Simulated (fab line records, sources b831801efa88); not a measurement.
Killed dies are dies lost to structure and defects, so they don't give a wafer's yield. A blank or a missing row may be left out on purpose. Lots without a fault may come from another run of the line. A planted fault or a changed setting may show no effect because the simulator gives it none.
One fault seen from 2 desks | flow gf180mcu | each desk has only its own numbers; what lay behind them comes last

THE METROLOGY DESK
What the gauges read, lot by lot, whatever tool the lot ran on: means of the sampled wafers that have a number. A lot is out of limits, marked OUT, if its mean lies more than 4 standard deviations from the usual mean; the brackets give that distance.
Columns: A = VT_IMPLANT_TW at GF_VT_IMPLANT_TW_MEAS_10, usual 559; B = HV_LDD_01_OVL at GF_HV_LDD_OVL_MEAS_20, usual -1.3 nm
lot  | first seen here | A   | B
L998 | day 6 04:26     | 559 | 0.1
L100 | day 6 15:29     | 554 | -0.3
L103 | day 7 12:53     | 559 | -1.9
L104 | day 7 15:09     | 561 | -0.8
L105 | day 7 20:04     | 561 | -3.6
L109 | day 9 00:07     | 552 | -1.8
L110 | day 9 06:01     | 556 | -0.2
L111 | day 9 10:42     | 571 | -1.3
L112 | day 9 18:26     | 572 | -0.0
L113 | day 10 00:25    | 573 | -1.5
L114 | day 10 06:44    | 556 | -3.2
L118 | day 11 08:32    | 567 | -2.6
L119 | day 11 15:16    | 556 | -1.4
This desk's finding: nothing out of limits on any of the 13 lots.

THE TOOL OWNER'S DESK: implanter-04
The tool's own readings at GF_VT_IMPLANT_IMPLANT_08: means of the sampled wafers that have a number, for each lot that ran on this tool. A lot is out of limits, marked OUT, if its mean lies more than 4 standard deviations from the usual mean; the brackets give that distance.
Columns: A = beam_energy_keV at GF_VT_IMPLANT_IMPLANT_08, usual 20.000
lot  | first seen here | A
L100 | day 6 15:14     | 19.993
L110 | day 9 05:48     | 20.010
L111 | day 9 10:27     | 21.093 (+99 or more) OUT
L112 | day 9 18:12     | 21.096 (+99 or more) OUT
L113 | day 10 00:10    | 21.088 (+99 or more) OUT
This desk's finding: out of limits on L111, L112, L113; first on L111, day 9 10:27 (beam_energy_keV at GF_VT_IMPLANT_IMPLANT_08). In limits: L100, L110.

PUT TOGETHER
The tool owner's desk could have raised an alarm at day 9 10:27, on L111, L112, L113.
The metrology desk saw nothing out of limits.
The metrology desk has L111, L112, L113 on record, within its limits.
Of the lots named, all ran GF_VT_IMPLANT_IMPLANT_08 on implanter-04.

WHAT THE SIMULATOR HAD PUT IN
Process parameter drift: implanter-04, from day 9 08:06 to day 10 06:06, at GF_VT_IMPLANT_IMPLANT_08. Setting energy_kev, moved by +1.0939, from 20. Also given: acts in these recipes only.
Lots struck among those shown: L111, L112, L113.
Hours from the fault's start to each desk's first reading out of limits: the tool owner's desk, 2.
